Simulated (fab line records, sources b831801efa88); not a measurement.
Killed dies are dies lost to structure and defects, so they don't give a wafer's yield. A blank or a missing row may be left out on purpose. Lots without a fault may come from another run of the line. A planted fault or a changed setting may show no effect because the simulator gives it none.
Which tool did it? | flow gf180mcu | 15 lots, 42 wafers sampled, at 3 steps of a route of 602

WHAT THE GAUGES READ, wafer by wafer
GF_HV_LDD_CD_MEAS_07: target cd 400 nm. Usual: cd_nm 400.7 nm, standard deviation 2.4.
lot  | measured     | on        | cd_nm (nm)        | flag
L817 | day 10 00:52 | cd_sem-02 | 403.5 404.4 404.5 |
L818 | day 10 07:30 | cd_sem-01 | 398.8 400.2 399.5 |
L819 | day 10 14:13 | cd_sem-02 | 403.6 401.7 402.1 |
L820 | day 10 17:43 | cd_sem-01 | 401.1 405.5 403.5 |
L826 | day 12 19:27 | cd_sem-02 | 402.8 401.5       |
L827 | day 13 01:17 | cd_sem-02 | 401.6 402.0       |
L828 | day 13 08:59 | cd_sem-01 | 400.7 402.2       |
L830 | day 13 22:28 | cd_sem-01 | 397.0 399.2 398.2 |
L832 | day 14 13:01 | cd_sem-02 | 396.3 397.9 398.4 |
L835 | day 15 10:34 | cd_sem-02 | 404.3 400.8 402.8 |
L836 | day 15 22:17 | cd_sem-02 | 399.3 404.1 400.5 |
L837 | day 16 07:40 | cd_sem-01 | 399.9 399.3 402.1 |
L838 | day 16 10:52 | cd_sem-02 | 399.6 399.8 399.5 |
L839 | day 16 16:40 | cd_sem-02 | 402.8 403.6 405.1 |
L840 | day 17 02:27 | cd_sem-02 | 399.6 397.5 399.7 |

GF_HV_LDD_OVL_MEAS_32. Usual: HV_LDD_02_OVL 0.2 nm, standard deviation 1.2.
lot  | measured     | on         | HV_LDD_02_OVL (nm) | flag
L817 | day 11 13:41 | overlay-02 | -1.3 -0.3 -0.1     |
L818 | day 11 21:57 | overlay-02 | 1.3 1.2 0.0        |
L819 | day 12 04:26 | overlay-01 | 1.0 0.7 -1.2       |
L820 | day 12 08:05 | overlay-01 | 0.0 -1.8 3.4       |
L826 | day 14 12:48 | overlay-01 | 0.6 2.2            |
L827 | day 14 19:41 | overlay-02 | 0.0 1.3            |
L828 | day 15 03:44 | overlay-02 | 0.5 -1.0           |
L830 | day 15 17:38 | overlay-01 | -0.4 0.3 -0.9      |
L832 | day 16 07:29 | overlay-02 | 0.7 -1.1 -0.3      |
L835 | day 17 08:35 | overlay-02 | 0.6 -0.5 -0.4      |
L836 | day 17 20:20 | overlay-01 | 0.7 0.0 -1.9       |
L837 | day 18 04:50 | overlay-01 | 1.1 2.4 0.0        |
L838 | day 18 09:26 | overlay-01 | -2.3 0.3 -1.3      |
L839 | day 18 15:29 | overlay-02 | 1.6 3.0 1.8        |
L840 | day 19 01:02 | overlay-01 | -1.2 -1.8 -1.3     |

GF_NSD_TW_MEAS_12. Usual: NSD_TW 4247, standard deviation 18.
lot  | measured     | on            | NSD_TW         | flag
L817 | day 13 08:52 | film_metro-04 | 4247 4275 4260 |
L818 | day 13 17:56 | film_metro-03 | 4225 4220 4236 |
L819 | day 14 01:34 | film_metro-01 | 4247 4267 4271 |
L820 | day 14 09:41 | film_metro-04 | 4260 4272 4262 |
L826 | day 16 11:50 | film_metro-04 | 4260 4292      |
L827 | day 16 19:38 | film_metro-04 | 4268 4255      |
L828 | day 17 03:23 | film_metro-03 | 4268 4240      |
L830 | day 17 19:57 | film_metro-03 | 4230 4256 4260 |
L832 | day 18 10:30 | film_metro-01 | 4262 4273 4266 |
L835 | day 19 12:10 | film_metro-03 | 4251 4254 4247 |
L836 | day 20 00:35 | film_metro-04 | 4233 4244 4236 |
L837 | day 20 09:25 | film_metro-03 | 4232 4231 4222 |
L838 | day 20 14:49 | film_metro-01 | 4234 4248 4238 |
L839 | day 20 20:37 | film_metro-03 | 4208 4208 4230 |
L840 | day 21 05:44 | film_metro-01 | 4237 4254 4251 |

WHICH TOOL RAN EACH LOT (tool, then ch and the chambers of the sampled wafers, then the start)
The record holds no process step before these readings.

WHAT THE TOOLS THEMSELVES READ (means of the sampled wafers that have a number; where no wafer has one, the mark that the record gives instead)
The record holds no such reading with a usual standard deviation.

THE ANSWER, worked out from the rows above alone
Rule: a lot is off if the mean of its wafers that have a number lies more than 3 standard deviations from the usual mean. A lot without any number at a reading at which 4 lots or more have one is off too. The other lots that the step has rows for count as sound. The gauges are gone through in route order, then the tools' own readings, and for those a lot's mean is taken as printed above. The first step at which some lot is off is used, and at that step the reading that is off furthest; a lot without a number counts as furthest.
No lot is off at any reading shown: from this, nothing can be told.

WHAT THE SIMULATOR HAD PUT IN
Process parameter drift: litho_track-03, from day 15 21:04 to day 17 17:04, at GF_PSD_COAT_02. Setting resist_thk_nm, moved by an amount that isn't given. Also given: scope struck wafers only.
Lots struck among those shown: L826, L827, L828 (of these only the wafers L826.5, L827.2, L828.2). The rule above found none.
